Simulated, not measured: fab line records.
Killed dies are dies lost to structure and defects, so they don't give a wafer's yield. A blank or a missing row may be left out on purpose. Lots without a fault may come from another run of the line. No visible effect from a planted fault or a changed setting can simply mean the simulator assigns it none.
Code-filled problem report in 8D (eight disciplines) form	flow sky130	the parts of the form that need people (team, actions taken, sign-off) are left out

1. WHAT WENT WRONG
At SKY_CONTACT_EXPOSE_11, exposureDoseMJCm2 averages 38.49 over 9 wafers from 3 lots, while fault-free wafers read 37.83, standard deviation 0.036. That is +18 standard deviations from the usual mean.
The step: exposes mask CTM1, target cd 170 nm.
Earliest sighting: wafer L455.2 on krfScanner-01 at day 33 18:37. At this step, 39 wafers from 13 lots have a number in the record. Rule for "out", or "out of limits": more than 4 standard deviations from the usual mean. Any other wafer with a number is counted as sound.

2. WHAT THIS IS AND IS NOT
question	is	is not
which readings at this step	exposureDoseMJCm2	-
which lots	L455, L458, L462	L450, L451, L452, L453, L454, L456, L457, L465, L468, L469
which wafers of those lots	all that have a number	-
read on which tools	krfScanner-01	krfScanner-02
when	from day 33 18:37	up to then (15 sound wafers); but 15 sound wafers of L456, L457, L465, L468, L469 came after

3. SUSPECTS, AND WHAT RULES EACH OUT
Counting: any tool at a process step up to the reading is kept as a suspect provided that every lot that is out went through it and no sound lot did after the first of them.
- krfScanner-01 at SKY_CONTACT_EXPOSE_11 (exposes mask CTM1, target cd 170 nm): kept. Every lot that is out went through it, starting with L455 (day 33 18:37), and after that it ran no sound lot; the last sound lot it ran before then is L453 (day 33 10:01). Its own exposureDoseMJCm2 readings are out on those wafers.
The count leaves krfScanner-01 at SKY_CONTACT_EXPOSE_11.

4. THE CAUSE (what the simulator had put in)
Process parameter drift: krfScanner-01, from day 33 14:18 on, at SKY_CONTACT_EXPOSE_11. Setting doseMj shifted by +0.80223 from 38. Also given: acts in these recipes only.
After counting, this tool was the only one left.

5. THE EFFECT CHAIN, in route order
One row per reading whose mean, taken over the struck wafers that have a number, lies over 3 standard deviations from the usual. Readings are gone through only where the record gives a usual standard deviation; hours: the median, over the lots, of the time from a lot's start at the first step in this table giving one to that lot's start at this step; sigmas: the change measured in usual standard deviations.
hours	step	reading	usual	on struck wafers	change	sigmas
0	SKY_CONTACT_EXPOSE_11	exposureDoseMJCm2	37.83	38.49	+0.66	+18
Its process steps:
- SKY_CONTACT_EXPOSE_11: exposes mask CTM1, target cd 170 nm.
At these later measuring or inspecting steps, every struck wafer for which the step has a row has a number for every such reading, and none has moved that far: SKY_VIA1_CD_MEAS_12.

6. HOW IT WOULD HAVE BEEN CAUGHT EARLIER
First out-of-limits reading in this record: day 33 18:37, which is 4 hours after fault onset at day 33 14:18.
